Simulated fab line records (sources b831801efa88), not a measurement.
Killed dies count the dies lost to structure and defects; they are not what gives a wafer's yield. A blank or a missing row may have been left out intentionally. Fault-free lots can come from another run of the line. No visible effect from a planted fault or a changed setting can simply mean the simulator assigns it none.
Struck lot and sound lot, side by side || flow gf180mcu || 17 out of 602 route steps
Sound: wafers L486.1, L486.3, L486.6. Wafers struck: L482.2, L482.3, L482.5. The cause is named last.
Order at every step that has rows: each side's tool, ch and its chambers, its first start. Under that, the readings that differ: sound wafers || struck wafers || difference of the means || sigmas: that difference in standard deviations of wafers without a fault.
alike: words and numbers the same on both sides, and readings whose means are apart by under 2 such deviations; not compared: readings that were withheld, readings missing a value for some wafer, numbers with overlapping values and no deviation given by the record, and bounds like >300 which may hide the same value.
A row with sigmas, a row that says differs or no value, or rows on one side alone: a step with any of these is where the two part. Numbers that don't overlap but have no deviation are shown without sigmas and don't part them. Lack of a reading on every wafer of one side parts them only where that side has two or more wafers.

GF_STI_BOW_MEAS_00:
  sound: film metro-01 at day 3 22:00; struck: film metro-04 at day 3 02:01
  alike: INCOMING_BOW
then, 1 step without rows for these wafers: GF_STI_OXIDATION_01 (stabilise 600 s, purge 300 s, target thk 10 nm).
GF_STI_THK_MEAS_02:
  sound: film metro-01 at day 3 23:31; struck: film metro-01 at day 3 03:31
  alike: STI_OXIDATION_THK
then, 1 step without rows for these wafers: GF_STI_CVD_03 (deposits Si3N4 from DCS/NH3, target thk 207.16 nm, time 3551 s).
GF_STI_THK_MEAS_04:
  sound: film metro-01 at day 4 01:34; struck: film metro-04 at day 3 05:34
  alike: STI_CVD_03_THK
then, 5 steps without rows for these wafers: GF_STI_DEHYDRATE_05 (time 60 s); GF_STI_HMDS_06 (prime time 60 s); GF_STI_COAT_07 (resist thk 700 nm); GF_STI_SOFTBAKE_08 (time 60 s); GF_STI_EXPOSE_09 (exposes mask COMP, target cd 220 nm).
GF_STI_PEB_10: peb time 90 s.
  sound on litho track-03 ch 0, day 4 14:52; struck on litho track-01 ch 0, day 3 18:32
{"reading": "heater power total W (W)", "sound": "85.76 85.61 85.46", "struck": "83.91 84.07 83.97", "difference": -1.63, "sigmas": -20}
{"reading": "plate temp C (C)", "sound": "135.07 135.12 134.90", "struck": "132.96 133.10 132.90", "difference": -2.04, "sigmas": -15}
then, 1 step without rows for these wafers: GF_STI_DEVELOP_11 (develop time 60 s).
GF_STI_CD_MEAS_12: target cd 220 nm.
  sound: cd sem-01 at day 4 15:13; struck: cd sem-01 at day 3 19:10
{"reading": "cd nm (nm)", "sound": "220.1 221.0 221.2", "struck": "225.4 224.3 225.8", "difference": "+4.4", "sigmas": "+3"}
  not compared: hold
GF_STI_ETCH_13: etches the open film in CHF3/O2, stops on Si, target depth 282.31 nm, time 112.9 s.
  sound on rie diel-01 ch 0,1,3, day 4 15:20; struck on rie diel-03 ch 1,2, day 4 02:05
{"reading": "hold", "sound": "- - -", "struck": "await dispo/6.8h/release await dispo/6.8h/release await dispo/6.8h/release", "difference": "no value on the sound wafers", "sigmas": ""}
{"reading": "model.STI.cd nm (nm)", "sound": "220.4 220.1 221.4", "struck": "224.8 224.6 225.8", "difference": "+4.4", "sigmas": ""}
  alike: drypump motor current A, oes product au, throttle valve pct
  not compared: rf hours counter h
GF_STI_ETCH_14: etches Si in HBr/Cl2/O2, target depth 360 nm, time 102.9 s.
  sound on rie si-02 ch 0,2,3, day 4 15:25; struck on rie si-01 ch 2,3, day 4 02:10
{"reading": "model.STI.cd nm (nm)", "sound": "218.3 218.3 219.3", "struck": "223 223.3 222.8", "difference": "+4", "sigmas": ""}
  alike: drypump motor current A, oes product au, throttle valve pct
  not compared: rf hours counter h
GF_STI_STRIP_15: strips in O2/N2.
  sound on plasma asher-04 ch 0,1, day 4 15:29; struck on plasma asher-04 ch 0,1, day 4 02:14
  alike: drypump motor current A, heater power w, oes product au, platen temp c, strip time to endpoint s
  not compared: rf hours counter h
-- the record jumps here: 28 days lie between the struck wafers' starts before and after (it left off in module STI and takes up again in module PASSIVATION, whose first step shown is number 602 of the route) --
GF_PASSIVATION_PROBE_99:
  the record has rows for the struck wafers here (prober-01, day 31 14:36) and none for the sound ones

WHERE THEY PART
Last at GF_PASSIVATION_PROBE_99 as far as this record goes, first at GF_STI_PEB_10.

WHY: the cause the simulator had injected
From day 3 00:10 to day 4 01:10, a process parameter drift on litho track-01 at GF_STI_PEB_10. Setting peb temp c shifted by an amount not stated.
